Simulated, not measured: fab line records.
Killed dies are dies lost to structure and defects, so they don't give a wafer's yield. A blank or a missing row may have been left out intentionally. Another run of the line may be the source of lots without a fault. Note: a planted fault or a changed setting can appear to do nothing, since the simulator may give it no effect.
Which tool is to blame? -- flow sky130 -- 13 lots with 39 wafers sampled at 4 steps, on a route of 708 steps

== WHAT THE GAUGES SHOWED, per wafer ==
SKY_VT_ADJUST_PCH_OVL_MEAS_07. Usual: VT_ADJUST_PCH_OVL typically reads 1.7 nm, with standard deviation 1.4.
lot,measured,on,VT_ADJUST_PCH_OVL (nm),flag
L345,day 10 14:29,overlay-01,1.1 0.9 1.5,
L346,day 10 22:54,overlay-02,0.6 -0.1 -0.8,
L347,day 11 09:10,overlay-02,1.6 1.6 0.2,
L348,day 11 15:40,overlay-02,1.5 2.1 1.1,
L349,day 11 20:28,overlay-01,1.5 3.2 3.6,
L350,day 12 02:47,overlay-02,1.4 3.6 2.3,
L352,day 13 02:41,overlay-02,1.3 -0.1 1.9,
L357,day 14 14:04,overlay-01,0.1 -0.7 -0.5,
L359,day 15 04:53,overlay-02,66.5 67.4 66.9,OFF
L360,day 15 10:36,overlay-02,65.0 66.2 66.6,OFF
L362,day 15 22:35,overlay-02,68.1 68.5 67.3,OFF
L363,day 16 09:37,overlay-01,1.6 2.1 1.0,
L365,day 17 02:46,overlay-01,3.8 4.2 1.9,

SKY_SONOS_ONO_OVL_MEAS_14. Usual: SONOS_ONO_OVL typically reads -0.6 nm, with standard deviation 1.2.
lot,measured,on,SONOS_ONO_OVL (nm),flag
L345,day 12 20:20,overlay-01,0.6 1.2 0.5,
L346,day 13 04:26,overlay-01,1.6 -0.1 1.4,
L347,day 13 17:48,overlay-01,1.3 0.9 0.1,
L348,day 13 23:58,overlay-01,0.3 -1.4 -0.6,
L349,day 14 05:09,overlay-02,-1.4 -2.4 -1.2,
L350,day 14 10:56,overlay-01,1.5 1.1 -0.4,
L352,day 15 13:28,overlay-02,-0.2 -0.3 0.1,
L357,day 17 04:37,overlay-02,-0.5 -0.9 -0.8,
L359,day 17 17:46,overlay-01,-3.9 -2.9 -3.7,
L360,day 18 05:39,overlay-01,-0.1 0.8 1.4,
L362,day 18 14:54,overlay-01,0.1 0.4 1.0,
L363,day 19 00:24,overlay-01,-2.1 -0.3 -1.5,
L365,day 19 21:16,overlay-01,-0.7 -0.9 -0.9,

SKY_LDD_N_OVL_MEAS_07. Usual: LDD_N_OVL typically reads -0.2 nm, with standard deviation 1.5.
lot,measured,on,LDD_N_OVL (nm),flag
L345,day 17 21:44,overlay-02,0.6 0.8 0.4,
L346,day 18 06:08,overlay-02,-1.0 -1.0 -2.4,
L347,day 18 20:54,overlay-01,-0.5 -2.0 0.4,
L348,day 19 01:53,overlay-01,1.3 0.8 0.8,
L349,day 19 15:18,overlay-01,-3.0 -2.4 -2.6,
L350,day 19 20:50,overlay-01,1.7 1.4 0.9,
L352,day 21 01:02,overlay-02,-0.2 -1.2 -2.0,
L357,day 22 16:04,overlay-01,1.8 0.3 1.0,
L359,day 23 03:22,overlay-02,-3.6 -2.9 -2.3,
L360,day 23 15:53,overlay-01,-0.2 -1.0 -1.2,
L362,day 24 04:38,overlay-02,-0.7 0.8 0.8,
L363,day 24 12:08,overlay-02,-1.6 -0.5 -1.1,
L365,day 25 04:34,overlay-01,0.1 -0.8 -0.5,

== WHICH TOOL RAN EACH LOT (tool, then ch and the chambers of the sampled wafers, then the start) ==
lot,SKY_VT_ADJUST_PCH_EXPOSE_04
L345,"iline-stepper-02 ch 0, day 10 03:31"
L346,"iline-stepper-01 ch 0, day 10 11:46"
L347,"iline-stepper-01 ch 0, day 10 22:08"
L348,"iline-stepper-01 ch 0, day 11 04:23"
L349,"iline-stepper-02 ch 0, day 11 09:07"
L350,"iline-stepper-01 ch 0, day 11 14:34"
L352,"iline-stepper-01 ch 0, day 12 14:01"
L357,"iline-stepper-02 ch 0, day 14 01:19"
L359,"iline-stepper-01 ch 0, day 14 15:04"
L360,"iline-stepper-01 ch 0, day 14 20:52"
L362,"iline-stepper-01 ch 0, day 15 08:59"
L363,"iline-stepper-02 ch 0, day 15 20:02"
L365,"iline-stepper-02 ch 0, day 16 12:57"
- SKY_VT_ADJUST_PCH_EXPOSE_04: exposes mask NWM, target cd 840 nm.

== WHAT THE TOOLS THEMSELVES READ (means of the sampled wafers that have a number; where no wafer has one, the mark that the record gives instead) ==
The record holds no such reading with a usual standard deviation.

== THE ANSWER, worked out from the rows above alone ==
Rule: lot off if the mean of its wafers having a number is beyond 3 standard deviations from the usual mean. A lot without any number at a reading at which 4 lots or more have one is off too. The other lots that the step has rows for count as sound. The gauges are gone through in route order, then the tools' own readings, and for those a lot's mean is taken as printed above. The first step at which some lot is off is used, and at that step the reading that is off furthest; a lot without a number counts as furthest.
Off: L359, L360, L362, seen at SKY_VT_ADJUST_PCH_OVL_MEAS_07 (VT_ADJUST_PCH_OVL).
If a tool, at a process step before that reading, ran all the lots that are off and no sound lot after the first of them, it fits. Gauges at SKY_VT_ADJUST_PCH_OVL_MEAS_07: tried the same way as those tools. This does not decide it: 2 tools fit, namely iline-stepper-01 at SKY_VT_ADJUST_PCH_EXPOSE_04 and overlay-02 at SKY_VT_ADJUST_PCH_OVL_MEAS_07.

== WHAT WAS PUT IN BY THE SIMULATOR ==
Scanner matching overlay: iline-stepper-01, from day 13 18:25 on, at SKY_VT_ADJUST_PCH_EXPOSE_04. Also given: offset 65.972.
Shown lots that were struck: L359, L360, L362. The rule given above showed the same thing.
